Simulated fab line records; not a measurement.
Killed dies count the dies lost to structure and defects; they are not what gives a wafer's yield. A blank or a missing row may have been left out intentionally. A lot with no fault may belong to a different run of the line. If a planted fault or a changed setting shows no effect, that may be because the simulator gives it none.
fab line records	flow sky130
record lots=5	wafers=15	last_day=50
route steps=708 shown FIELD_ISO@19 NWELL@32 DNWELL@35 PWDE@45 PAD_OPEN@708
lots that met no fault: taken from a fault-free run of the same line
start_h: hours from the record's first day to the start of the lot's first wafer shown	wait_h: hours from the lot's prior step to this one	" as in the row above	L1.1+2: one row covering several wafers at once	- no value, or no start was given	* or withheld: withheld	< > ~ a bound
route shown NAME@n: a module of which the file shows steps, and the number in the route of the first	usual: mean and standard deviation over wafers with no fault	same: alike in all rows	chamber/n: place in a boat	sites: readings site by site	_std_site: the standard deviation of these	_edge_site: outer sites' mean less inner sites'	radius_mm: how far each site lies from the wafer's centre	mask NAME#n: copy n	behind: the most recent tool/chamber to have shaped the wafer	hold: cause of the lot's hold/its duration in hours/its outcome	device: the n, p or np transistor that did not switch	end of line: at the end of the route, the tests of the same wafers	where a step has no rows: the recipe by itself	killed: count of dies lost to structure and defects at first sort (not the wafer's yield)	map: a wafer's dies, marking killed ones x, the rest . and places with no die _
set.NAME: the setting the step ran with; set.NAME@STEP: the setting that earlier step ran with	model.NAME: the simulator's own value behind a step, which no gauge read
a table for each step, a row for each wafer; lots at some steps of the route
services: when a tool's chamber went out of use (start_h, in hours from the record's first day, below 0 if earlier), for how many hours, and the reason
## steps
# step SKY_FIELD_ISO_WET_ETCH_18
# recipe chemistry=H3PO4	target_depth_nm=25	temp_c=160	target=Si3N4	time_s=286
# step SKY_FIELD_ISO_CLEAN_19
# recipe chemistry=SC1/SC2	mix=1:4:20	temp_c=70	time_s=150
# step SKY_FIELD_ISO_CLEAN_20
# recipe chemistry=dHF	time_s=20	dilution=100:1
# step SKY_FIELD_ISO_WET_ETCH_21
# recipe chemistry=dHF	dilution=100:1	target_depth_nm=20	dry=ipa_marangoni	target=SiO2	temp_c=25	time_s=400
# step SKY_FIELD_ISO_OXIDATION_22
# recipe temp_c=950	ambient=O2	stabilise_s=600	purge_s=300	target_thk_a=100	ox_time_s=623
# step SKY_FIELD_ISO_THK_MEAS_23
# recipe reads=SiO2_of_FIELD_ISO_OXIDATION_22
# usual FIELD_ISO_OXIDATION_01_THK=10.09/0.22
lot.wafer	tool	chamber	start_h	wait_h	FIELD_ISO_OXIDATION_01_THK[nm]
L973.1	film_metro-01	-	42.61	0.0	9.82
L973.2	"	-	"	"	9.92
L973.3	"	-	"	"	9.72
L974.2	film_metro-02	-	46.30	0.0	9.90
L974.3	"	-	"	"	10.09
L974.4	"	-	"	"	10.21
L975.2	film_metro-01	-	54.75	0.0	10.42
L975.3	"	-	"	"	10.46
L975.5	"	-	"	"	10.36
L983.2	film_metro-03	-	96.46	0.0	9.80
L983.3	"	-	"	"	9.77
L983.5	"	-	"	"	9.86
L994.1	film_metro-02	-	151.26	0.0	10.02
L994.4	"	-	"	"	10.02
L994.6	"	-	"	"	9.96
# step SKY_FIELD_ISO_CVD_24
# recipe material=SiO2	target_thk_nm=595	temp_c=650	sigma_open_frac=0.3	time_s=99.2	sih4_flow_sccm=60	pressure_mtorr=6
# step SKY_FIELD_ISO_THK_MEAS_25
# recipe reads=SiO2_of_FIELD_ISO_CVD_24
# usual FIELD_ISO_CVD_24_THK=595/4.5
lot.wafer	tool	chamber	start_h	wait_h	FIELD_ISO_CVD_24_THK[nm]
L973.1	film_metro-03	-	42.74	0.0	588
L973.2	"	-	"	"	600
L973.3	"	-	"	"	595
L974.2	film_metro-03	-	46.43	0.0	590
L974.3	"	-	"	"	596
L974.4	"	-	"	"	597
L975.2	film_metro-03	-	54.88	0.0	588
L975.3	"	-	"	"	590
L975.5	"	-	"	"	590
L983.2	film_metro-02	-	96.59	0.0	590
L983.3	"	-	"	"	591
L983.5	"	-	"	"	593
L994.1	film_metro-03	-	151.40	0.0	594
L994.4	"	-	"	"	604
L994.6	"	-	"	"	600
# step SKY_FIELD_ISO_ANNEAL_26
# recipe temp_c=1000	time_s=1800	ambient=N2
# step SKY_FIELD_ISO_CMP_27
# recipe stop_on=Si3N4	t_overpolish_s=16	down_force_psi=4	platen_rpm=60	target_thk_nm=457.8	pad_velocity_m_s=0.94248
# usual motor_current_A=11.5/1	overpolish_run_s=16.000/0.0088	time_to_endpoint_s=113/3.6
# same t_overpolish_s=16
lot.wafer	tool	chamber	start_h	wait_h	motor_current_A	overpolish_run_s	time_to_endpoint_s
L973.2	cmp-01	3	45.55	0.1	9.5	15.996	116
L973.1	"	0	"	"	12.8	15.991	108
L973.3	"	1	"	"	12.1	16.007	112
L974.3	cmp-02	0	48.56	0.1	11.0	16.001	121
L974.2	"	1	"	"	12.6	15.995	121
L974.4	"	2	"	"	10.9	15.993	121
L975.3	cmp-01	2	57.20	0.1	10.9	15.996	112
L975.2	"	0	"	"	12.9	15.993	116
L975.5	"	1	"	"	12.0	15.998	111
L983.2	cmp-02	3	100.13	0.1	11.9	15.998	113
L983.3	"	0	"	"	10.5	16.009	110
L983.5	"	2	"	"	10.5	15.996	115
L994.4	cmp-01	0	154.75	0.1	12.5	15.989	114
L994.1	"	1	"	"	11.9	16.007	116
L994.6	"	3	"	"	10.5	16.002	111
# step SKY_FIELD_ISO_WET_ETCH_28
# recipe chemistry=dHF	target_depth_nm=23.7	target=SiO2	dilution=10:1	temp_c=25	time_s=47
# step SKY_FIELD_ISO_WET_ETCH_29
# recipe chemistry=H3PO4	target_depth_nm=160	target=Si3N4	temp_c=160	time_s=1825
# step SKY_FIELD_ISO_WET_ETCH_30
# recipe chemistry=dHF	target_depth_nm=25	target=SiO2	dilution=10:1	temp_c=25	time_s=50
lot.wafer	tool	chamber	start_h	wait_h
L973.1+2+3	wet_bench-03	3	46.41	0.0
L974.2+3+4	wet_bench-01	0	49.35	0.0
L975.2+3+5	wet_bench-04	3	58.04	0.0
L983.2+3+5	wet_bench-03	2	100.89	0.0
L994.1+4+6	wet_bench-01	1	155.48	0.0
# step SKY_NWELL_CLEAN_00
# recipe chemistry=SC1/SC2	mix=1:4:20	temp_c=70	time_s=150	dry=n2_spin
# step SKY_NWELL_OXIDATION_01
# recipe temp_c=900	ambient=O2	stabilise_s=600	purge_s=300	target_thk_a=100	ox_time_s=1418
# step SKY_NWELL_THK_MEAS_02
# recipe reads=SiO2_of_NWELL_OXIDATION_01
# usual NWELL_OXIDATION_THK=10.02/0.22
lot.wafer	tool	chamber	start_h	wait_h	NWELL_OXIDATION_THK[nm]
L973.1	film_metro-04	-	49.22	0.0	10.26
L973.2	"	-	"	"	10.23
L973.3	"	-	"	"	10.08
L974.2	film_metro-01	-	50.84	0.0	9.92
L974.3	"	-	"	"	9.92
L974.4	"	-	"	"	9.82
L975.2	film_metro-01	-	59.97	0.0	9.81
L975.3	"	-	"	"	10.15
L975.5	"	-	"	"	10.11
L983.2	film_metro-03	-	103.04	0.0	10.21
L983.3	"	-	"	"	10.14
L983.5	"	-	"	"	10.14
L994.1	film_metro-04	-	157.45	0.0	10.07
L994.4	"	-	"	"	10.21
L994.6	"	-	"	"	10.05
# step SKY_DNWELL_DEHYDRATE_00
# recipe temp_c=200	time_s=60
# step SKY_DNWELL_HMDS_01
# recipe prime_time_s=60	prime_temp_c=120
# step SKY_DNWELL_COAT_02
# recipe spin_rpm=2000	resist_thk_nm=3000
# step SKY_DNWELL_SOFTBAKE_03
# recipe temp_c=110	time_s=withheld
# step SKY_DNWELL_EXPOSE_04
# recipe mask_id=DNM	na=0.57	target_cd_nm=3000	dose_mj=222
# step SKY_DNWELL_PEB_05
# recipe temp_c=115	time_s=withheld
# step SKY_DNWELL_DEVELOP_06
# recipe wall_angle_deg=90	developer=TMAH	develop_time_s=60	dev_temp_c=23
# step SKY_DNWELL_IMPLANT_07
# recipe species=P	energy_kev=withheld	dose_cm2=withheld	tilt_deg=withheld
# step SKY_DNWELL_STRIP_08
# recipe chemistry=O2/N2	power_w=1400	pressure_mtorr=1500	platen_temp_c=withheld	o2_flow_sccm=3000	n2_flow_sccm=300	overash_fraction=0.5
# usual drypump_motor_current_A=5.9/0.46	oes_product_au=0.722/0.0044	strip_time_to_endpoint_s=36.91/0.11
lot.wafer	tool	chamber	start_h	wait_h	drypump_motor_current_A	oes_product_au	rf_hours_counter_h	strip_time_to_endpoint_s
L973.1	plasma_asher-01	0	65.24	0.1	6.7	0.717	37	37.12
L973.2	"	1	"	"	5.8	0.728	37	37.10
L973.3	"	1	"	"	5.7	0.725	-	36.99
L974.2	plasma_asher-04	1	67.36	0.1	6.1	0.719	37	36.81
L974.3	"	0	"	"	5.7	0.729	-	36.89
L974.4	"	1	"	"	6.1	0.720	-	36.85
L975.2	plasma_asher-03	1	77.21	0.1	5.3	0.721	41	36.95
L975.3	"	1	"	"	5.3	0.718	-	36.77
L975.5	"	0	"	"	5.6	0.725	-	36.80
L983.2	plasma_asher-04	1	121.53	0.1	6.1	0.720	41	36.91
L983.3	"	0	"	"	5.7	0.725	-	36.88
L983.5	"	0	"	"	5.7	0.726	-	37.00
L994.1	plasma_asher-04	0	177.41	0.1	5.7	0.724	44	37.01
L994.4	"	1	"	"	6.1	0.727	-	37.12
L994.6	"	0	"	"	5.7	0.717	-	36.97
# step SKY_DNWELL_TW_MEAS_09
# usual DNWELL_TW=1104/5.3
lot.wafer	tool	chamber	start_h	wait_h	DNWELL_TW
L973.1	film_metro-03	-	65.34	0.1	1101
L973.2	"	-	"	"	1104
L973.3	"	-	"	"	1102
L974.2	film_metro-04	-	67.47	0.1	1102
L974.3	"	-	"	"	1099
L974.4	"	-	"	"	1107
L975.2	film_metro-04	-	77.32	0.1	1107
L975.3	"	-	"	"	1101
L975.5	"	-	"	"	1099
L983.2	film_metro-01	-	121.64	0.1	1095
L983.3	"	-	"	"	1106
L983.5	"	-	"	"	1094
L994.1	film_metro-03	-	177.51	0.1	1099
L994.4	"	-	"	"	1104
L994.6	"	-	"	"	1102
# step SKY_PWDE_DEHYDRATE_00
# recipe temp_c=200	time_s=60
# step SKY_PWDE_HMDS_01
# recipe prime_time_s=60	prime_temp_c=120
# step SKY_PWDE_COAT_02
# recipe spin_rpm=2000	resist_thk_nm=3000
# step SKY_PWDE_SOFTBAKE_03
# recipe temp_c=110	time_s=withheld
# step SKY_PWDE_EXPOSE_04
# recipe mask_id=PWDEM	na=0.6	source_shape=conventional	sigma_outer=0.6	polarization=unpolarized	target_cd_nm=840	dose_mj=214
# step SKY_PWDE_PEB_05
# recipe temp_c=115	time_s=withheld
# step SKY_PWDE_DEVELOP_06
# recipe wall_angle_deg=90	developer=TMAH	develop_time_s=60	dev_temp_c=23
# step SKY_PWDE_OVL_MEAS_07
# usual PWDE_OVL=1.3/1.3
lot.wafer	tool	chamber	start_h	wait_h	PWDE_OVL[nm]
L973.1	overlay-01	-	82.21	-	0.5
L973.2	"	-	"	"	1.3
L973.3	"	-	"	"	2.2
L974.2	overlay-01	-	83.72	-	-0.4
L974.3	"	-	"	"	-1.7
L974.4	"	-	"	"	-1.1
L975.2	overlay-02	-	94.12	-	4.2
L975.3	"	-	"	"	2.7
L975.5	"	-	"	"	1.4
L983.2	overlay-02	-	139.61	-	3.3
L983.3	"	-	"	"	4.3
L983.5	"	-	"	"	3.2
L994.1	overlay-01	-	198.11	-	0.8
L994.4	"	-	"	"	2.0
L994.6	"	-	"	"	2.7
# step SKY_PWDE_IMPLANT_08
# recipe species=B	energy_kev=150	dose_cm2=3.6e+12	tilt_deg=withheld
# step SKY_PWDE_STRIP_09
# recipe chemistry=O2/N2	power_w=1400	pressure_mtorr=1500	platen_temp_c=withheld	o2_flow_sccm=3000	n2_flow_sccm=300	overash_fraction=0.5
# usual drypump_motor_current_A=5.7/0.52	oes_product_au=0.723/0.005	strip_time_to_endpoint_s=36.96/0.1
lot.wafer	tool	chamber	start_h	wait_h	drypump_motor_current_A	oes_product_au	rf_hours_counter_h	strip_time_to_endpoint_s
L973.1	plasma_asher-02	1	82.40	0.1	5.1	0.733	27	36.96
L973.2	"	0	"	"	5.3	0.711	27	36.99
L973.3	"	0	"	"	5.3	0.720	-	36.95
L974.2	plasma_asher-01	0	83.90	0.1	6.8	0.721	40	36.98
L974.3	"	1	"	"	5.8	0.722	-	36.87
L974.4	"	0	"	"	6.8	0.715	-	37.06
L975.2	plasma_asher-04	1	94.30	0.1	6.1	0.725	38	36.92
L975.3	"	0	"	"	5.7	0.720	-	36.82
L975.5	"	1	"	"	6.1	0.723	-	36.79
L983.2	plasma_asher-04	0	139.79	0.1	5.7	0.728	43	36.96
L983.3	"	0	"	"	5.7	0.730	-	36.96
L983.5	"	0	"	"	5.7	0.730	-	37.00
L994.1	plasma_asher-02	1	198.29	0.1	5.1	0.723	39	36.77
L994.4	"	0	"	"	5.3	0.721	-	36.95
L994.6	"	1	"	"	5.1	0.724	-	36.89
# step SKY_PWDE_TW_MEAS_10
# usual PWDE_TW=370.9/1.8
lot.wafer	tool	chamber	start_h	wait_h	PWDE_TW
L973.1	film_metro-03	-	82.50	0.1	368.4
L973.2	"	-	"	"	368.5
L973.3	"	-	"	"	369.3
L974.2	film_metro-01	-	84.01	0.1	370.3
L974.3	"	-	"	"	370.8
L974.4	"	-	"	"	372.2
L975.2	film_metro-01	-	94.42	0.1	372.0
L975.3	"	-	"	"	370.2
L975.5	"	-	"	"	371.4
L983.2	film_metro-01	-	139.90	0.1	369.6
L983.3	"	-	"	"	369.3
L983.5	"	-	"	"	368.5
L994.1	film_metro-03	-	198.39	0.1	367.5
L994.4	"	-	"	"	369.7
L994.6	"	-	"	"	369.5
# step SKY_NWELL_DEHYDRATE_03
# recipe temp_c=200	time_s=60
# step SKY_NWELL_HMDS_04
# recipe prime_time_s=60	prime_temp_c=120
# step SKY_NWELL_COAT_05
# recipe spin_rpm=2000	resist_thk_nm=3000
# step SKY_NWELL_SOFTBAKE_06
# recipe temp_c=110	time_s=withheld
# step SKY_NWELL_EXPOSE_07
# recipe mask_id=NWM	na=0.6	source_shape=conventional	sigma_outer=0.6	polarization=unpolarized	target_cd_nm=840	dose_mj=255
# step SKY_PAD_OPEN_PROBE_99
# usual killed_at_M0_to_M3=44/7.2	killed_at_M4_up=2.9/1.8	killed_at_contacts=24/5.6	killed_at_front_end=15/4.2	killed_at_other=0.4/0.71	killed_dies=86/9.2	killed_open=47/7.2	killed_short=39/5.7
# same gross_dies=492	killed_at_back_side=0
lot.wafer	tool	chamber	start_h	wait_h	killed_at_M0_to_M3	killed_at_M4_up	killed_at_contacts	killed_at_front_end	killed_at_other	killed_dies	killed_open	killed_short
L973.1	prober-02	-	1088.58	0.1	45	2	18	16	1	82	42	40
L973.2	prober-02	-	1088.63	0.1	46	2	18	13	2	81	39	42
L973.3	prober-02	-	1088.68	0.2	53	1	14	16	1	85	34	51
L974.2	prober-01	-	1095.53	0.1	47	4	18	13	0	82	44	38
L974.3	prober-01	-	1095.58	0.2	33	2	29	30	0	94	51	42
L974.4	prober-01	-	1095.63	0.2	36	3	23	16	0	78	42	35
L975.2	prober-02	-	1105.11	0.1	36	2	28	11	0	77	37	40
L975.3	prober-02	-	1105.16	0.2	46	2	29	13	1	91	51	40
L975.5	prober-02	-	1105.26	0.2	41	7	29	17	0	94	50	44
L983.2	prober-02	-	1155.27	0.1	43	2	24	59	0	128	48	36
L983.3	prober-02	-	1155.32	0.2	44	4	20	52	0	120	49	36
L983.5	prober-02	-	1155.42	0.2	35	3	15	55	1	109	38	31
L994.1	prober-02	-	1198.18	0.1	34	3	27	12	1	77	32	45
L994.4	prober-02	-	1198.33	0.2	32	1	22	15	0	70	43	25
L994.6	prober-02	-	1198.43	0.2	37	4	33	22	0	96	53	42
# killed by level:class
L973.1 VIA3:geometric_particle:open=12 VIA1:geometric_particle:open=7 VIA1:geometric_particle:short=6 FIELD_ISO:geometric_particle:short=5 LOCAL_INTERCONNECT:geometric_particle:short=5 METAL1:geometric_particle:short=5 POLY_GATE:geometric_particle:open=4 LI_CONTACT:geometric_particle:open=4
L973.2 VIA3:geometric_particle:open=9 LOCAL_INTERCONNECT:geometric_particle:short=6 METAL1:geometric_particle:short=6 VIA1:geometric_particle:short=6 VIA1:geometric_particle:open=6 METAL2:geometric_particle:short=6 CONTACT:geometric_particle:open=5 VIA2:geometric_particle:open=5
L973.3 VIA1:geometric_particle:open=9 VIA1:geometric_particle:short=9 METAL2:geometric_particle:short=8 POLY_GATE:geometric_particle:short=7 VIA3:geometric_particle:open=7 CONTACT:geometric_particle:short=6 METAL1:geometric_particle:short=6 VIA2:geometric_particle:open=5
L974.2 VIA1:geometric_particle:open=16 VIA1:geometric_particle:short=12 CONTACT:geometric_particle:open=6 POLY_GATE:geometric_particle:short=5 LI_CONTACT:geometric_particle:open=5 CONTACT:geometric_particle:short=4 FIELD_ISO:geometric_particle:open=3 LOCAL_INTERCONNECT:geometric_particle:short=3
L974.3 CONTACT:geometric_particle:open=13 VIA1:geometric_particle:open=9 FIELD_ISO:geometric_particle:short=8 POLY_GATE:geometric_particle:open=7 CONTACT:geometric_particle:short=7 FIELD_ISO:geometric_particle:open=5 POLY_GATE:geometric_particle:short=5 LI_CONTACT:geometric_particle:open=5
L974.4 CONTACT:geometric_particle:open=10 VIA1:geometric_particle:open=8 METAL2:geometric_particle:short=7 FIELD_ISO:geometric_particle:open=6 LI_CONTACT:geometric_particle:open=6 METAL1:geometric_particle:short=6 VIA3:geometric_particle:open=4 POLY_GATE:geometric_particle:short=3
L975.2 CONTACT:geometric_particle:open=13 VIA1:geometric_particle:short=7 POLY_GATE:geometric_particle:short=5 CONTACT:geometric_particle:short=5 VIA3:geometric_particle:short=5 LI_CONTACT:geometric_particle:open=4 VIA1:geometric_particle:open=4 METAL2:geometric_particle:short=4
L975.3 CONTACT:geometric_particle:open=11 VIA1:geometric_particle:open=9 VIA2:geometric_particle:open=7 LI_CONTACT:geometric_particle:open=7 CONTACT:geometric_particle:short=7 VIA3:geometric_particle:open=7 VIA1:geometric_particle:short=6 METAL1:geometric_particle:short=5
L975.5 CONTACT:geometric_particle:open=12 VIA1:geometric_particle:open=10 VIA2:geometric_particle:open=10 VIA1:geometric_particle:short=7 FIELD_ISO:geometric_particle:short=6 LI_CONTACT:geometric_particle:open=6 CONTACT:geometric_particle:short=6 METAL4:geometric_particle:short=6
L983.2 FIELD_ISO:unspecified=41 VIA1:geometric_particle:open=12 LI_CONTACT:geometric_particle:open=8 METAL1:geometric_particle:short=7 VIA1:geometric_particle:short=7 CONTACT:geometric_particle:open=6 LOCAL_INTERCONNECT:geometric_particle:short=5 METAL2:geometric_particle:short=5
L983.3 FIELD_ISO:unspecified=35 CONTACT:geometric_particle:open=9 METAL1:geometric_particle:short=7 VIA1:geometric_particle:short=7 VIA1:geometric_particle:open=7 VIA3:geometric_particle:open=7 VIA3:geometric_particle:short=5 POLY_GATE:geometric_particle:open=5
L983.5 FIELD_ISO:unspecified=39 VIA3:geometric_particle:open=9 VIA1:geometric_particle:open=7 LOCAL_INTERCONNECT:geometric_particle:short=5 VIA2:geometric_particle:open=5 FIELD_ISO:geometric_particle:open=4 METAL1:geometric_particle:short=4 FIELD_ISO:geometric_particle:short=3
L994.1 METAL1:geometric_particle:short=8 LI_CONTACT:geometric_particle:open=7 LOCAL_INTERCONNECT:geometric_particle:short=6 CONTACT:geometric_particle:open=5 CONTACT:geometric_particle:short=5 VIA1:geometric_particle:open=5 VIA3:geometric_particle:open=5 METAL2:geometric_particle:short=4
L994.4 VIA3:geometric_particle:open=10 CONTACT:geometric_particle:open=8 VIA1:geometric_particle:open=7 LI_CONTACT:geometric_particle:open=5 VIA1:geometric_particle:short=5 FIELD_ISO:geometric_particle:open=4 LI_CONTACT:geometric_particle:short=4 CONTACT:geometric_particle:short=4
L994.6 CONTACT:geometric_particle:open=12 VIA3:geometric_particle:open=9 VIA2:geometric_particle:open=8 LI_CONTACT:geometric_particle:short=6 LI_CONTACT:geometric_particle:open=6 VIA1:geometric_particle:open=6 FIELD_ISO:geometric_particle:short=5 SPACER:geometric_particle:open=5
# map L983.2 (x killed, . not)
__________x...x....._________
________.......x.....x_______
______........x.x....xx._____
_____.x..xx....xxx....x..____
____.......x....xxxx....xx___
___...........xx.xxxx......__
__.....x......xxxxxx...x...._
_..x.x.x...x..xxxxxxx..x.x...
_x........x.x.xxxxxxxx....x..
_x.xx......x..xxxxx......x...
_.x...x...xxx.x.xx..x..x.....
_..x...........x..xx.x.x.....
_.x.........x....x...........
_..x.x.x.xx..x.x...x.x.x.....
_.x..................x....x..
__.x.....x..x....x.........._
___.xx.....................__
____..x.....xx..x.....x...___
_____..xx..........xx....____
______x.......x.x..x.x.._____
________x..x.......x.._______
__________x....x...._________
# map L973.3 (x killed, . not)
__________....x....._________
________......x..x...._______
______......x....x.xx.x._____
_____.x.......x.........x____
____......xx....xx........___
___..x...x..x.....x.x......__
__...............x.x......x._
_.x....xx.x.x...........x...x
_xx...........x......x.x..x..
_.....x...............x.....x
_.....x...x......x..x...x....
_..........................x.
_..x.......x..x........xx.xx.
_.x....x.x..x..............x.
_.....x..x....x..xxx....x..x.
__.x...x..x...x.x...x......._
___...x...xx..x......xx....__
____........x.......x.....___
_____....................____
______...xxx...........x_____
________.............._______
__________x.....x..._________
## services
tool	chamber	start_h	hours	kind
plasma_asher-02	-	22.45	3.1	repair
cmp-02	-	32.36	1.3	repair
plasma_asher-02	-	34.58	2.5	repair
cmp-01	-	36.17	2.9	repair
cmp-01	-	37.19	0.6	repair
cmp-01	-	42.93	0.2	repair
cmp-02	-	60.02	1.7	repair
cmp-02	-	64.00	4.0	pm
cmp-02	-	68.00	-	consumable_replace:conditioner
cmp-02	-	68.00	-	consumable_replace:pad
plasma_asher-04	-	73.45	14.0	repair
cmp-01	-	75.41	14.9	pm
cmp-02	-	108.62	23.6	repair
plasma_asher-01	-	108.75	9.0	pm
plasma_asher-01	0	108.75	9.0	vent_cycle
plasma_asher-02	-	112.83	1.6	repair
plasma_asher-04	-	135.27	0.5	repair
wet_bench-03	-	141.58	1.9	pm
plasma_asher-04	-	144.89	28.1	pm
cmp-02	-	157.30	0.2	repair
cmp-01	-	161.59	2.7	repair
cmp-01	-	167.98	4.2	repair
cmp-02	-	184.30	4.0	pm
cmp-01	-	193.09	4.7	pm
## key
first_sign step=SKY_PAD_OPEN_PROBE_99	reading=killed_at_front_end	direction=up	sigmas=9.6	usual=15	struck=55
effect step=SKY_PAD_OPEN_PROBE_99	reading=killed_dies	direction=up	sigmas=3.6	usual=86	struck=119
met_at SKY_FIELD_ISO_WET_ETCH_30
struck_wafers L983.2,L983.3,L983.5
tester_left_out L983
also_fits SKY_FIELD_ISO_CMP_27:cmp-02,SKY_PWDE_STRIP_09:plasma_asher-04
fault kind=chamber_particle_source	tool=wet_bench-03	chamber=2	onset_h=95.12	steps=SKY_FIELD_ISO_WET_ETCH_30	rate_per_visit_cm2=0.37691	end_h=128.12
# tester_left_out: of these lots the tester's yield and bins aren't shown, on N5 and GAA mostly nor the transistor test; their killed dies are dies lost to structure and defects alone, not to doping, threshold or leakage, so they don't give the yield
